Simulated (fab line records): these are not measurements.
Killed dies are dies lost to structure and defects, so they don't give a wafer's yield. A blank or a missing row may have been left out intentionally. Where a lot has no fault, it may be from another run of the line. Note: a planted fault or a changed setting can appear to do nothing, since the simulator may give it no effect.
Shared-tool check ; flow sky130 ; 14 lots, 42 wafers sampled

## THE REASON FOR OPENING IT
At SKY_SPACER_THK_MEAS_01 the reading SPACER_CVD_00_THK is flagged on 2 of 14 lots. No-fault wafers: 43.2 nm, standard deviation 0.52.
Rule: a lot gets a flag if all its wafers with a number sit over 4 standard deviations from that mean, or if no wafer of it has a number. As for the other lots, they are considered sound.

lot;measured;on;SPACER_CVD_00_THK (nm), wafer by wafer;flag
L592;day 23 06:53;film_metro-01;43.1 43.2 42.8;
L591;day 23 06:54;film_metro-02;44.1 43.8 44.3;
L593;day 23 22:56;film_metro-02;43.3 43.3 42.9;
L594;day 24 04:23;film_metro-02;43.1 42.6 42.9;
L595;day 24 10:57;film_metro-01;44.3 44.0 43.7;
L596;day 24 14:58;film_metro-02;43.7 43.7 43.7;
L597;day 25 17:25;film_metro-04;42.3 42.3 42.5;
L599;day 25 17:25;film_metro-02;43.5 43.6 44.0;
L598;day 25 20:32;film_metro-02;43.5 43.3 43.8;
L601;day 26 22:23;film_metro-04;43.4 43.3 43.4;
L602;day 26 22:24;film_metro-01;41.9 42.0 42.8;
L603;day 27 00:39;film_metro-01;42.8 42.6 42.8;
L612;day 30 08:01;film_metro-01;52.0 52.1 52.3;FLAGGED
L613;day 30 10:22;film_metro-02;53.0 53.2 53.2;FLAGGED
The mean of the flagged lots' numbers is 52.6 nm, +9.4 nm from the usual (+18 standard deviations).

## WHICH TOOL EACH LOT WENT THROUGH
The record keeps 1 process step preceding the reading, out of 708 steps on the route. Each cell gives the tool, then ch followed by the chambers the sampled wafers passed through, then the start.
lot;flag;SKY_SPACER_CVD_00
L592;;lpcvd-02 ch 0, day 23 05:41
L591;;lpcvd-02 ch 1, day 23 05:41
L593;;lpcvd-02 ch 0, day 23 21:44
L594;;lpcvd-02 ch 0, day 24 02:35
L595;;lpcvd-02 ch 1, day 24 09:45
L596;;lpcvd-02 ch 1, day 24 13:44
L597;;lpcvd-02 ch 0, day 25 16:11
L599;;lpcvd-02 ch 1, day 25 16:11
L598;;lpcvd-02 ch 0, day 25 19:20
L601;;lpcvd-02 ch 0, day 26 21:11
L602;;lpcvd-02 ch 1, day 26 21:11
L603;;lpcvd-02 ch 1, day 26 23:26
L612;FLAGGED;lpcvd-02 ch 1, day 30 06:47
L613;FLAGGED;lpcvd-02 ch 1, day 30 09:08
What the steps here do:
- SKY_SPACER_CVD_00: deposits Si3N4 from DCS/NH3, target thk 43.1 nm, time 740 s.
- SKY_SPACER_THK_MEAS_01

## FLAGGED OVER TOTAL, TOOL BY TOOL (the gauges that took the reading come last)
step;tool;lots run;flagged;share of the flagged lots;sound lots run after its first flagged lot
SKY_SPACER_CVD_00;lpcvd-02;14;2;all;0
SKY_SPACER_THK_MEAS_01;film_metro-01;5;1;some;0
SKY_SPACER_THK_MEAS_01;film_metro-02;7;1;some;0
SKY_SPACER_THK_MEAS_01;film_metro-04;2;0;none;-

## WHAT THE TABLE PERMITS
In the table, 1 row covers all flagged lots: lpcvd-02 at SKY_SPACER_CVD_00.
- lpcvd-02 at SKY_SPACER_CVD_00: 2 of its 14 lots flagged. A fault beginning between L603 (day 26 23:26), its last sound lot, and L612 (day 30 06:47), its first flagged one, fits the data. Its own readings (spike_tc_centre_C, spike_tc_lower_C, spike_tc_top_C, spike_tc_upper_C, susceptor_temp_C) fall more than 4 standard deviations out on all wafers of the flagged lots.
What remains is a single tool, lpcvd-02 at SKY_SPACER_CVD_00.

## WHAT HAD BEEN PUT IN BY THE SIMULATOR
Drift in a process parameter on lpcvd-02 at SKY_SPACER_CVD_00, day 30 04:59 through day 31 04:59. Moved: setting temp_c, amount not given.
Lots struck among those shown: L612, L613. The same result came from the rule above.
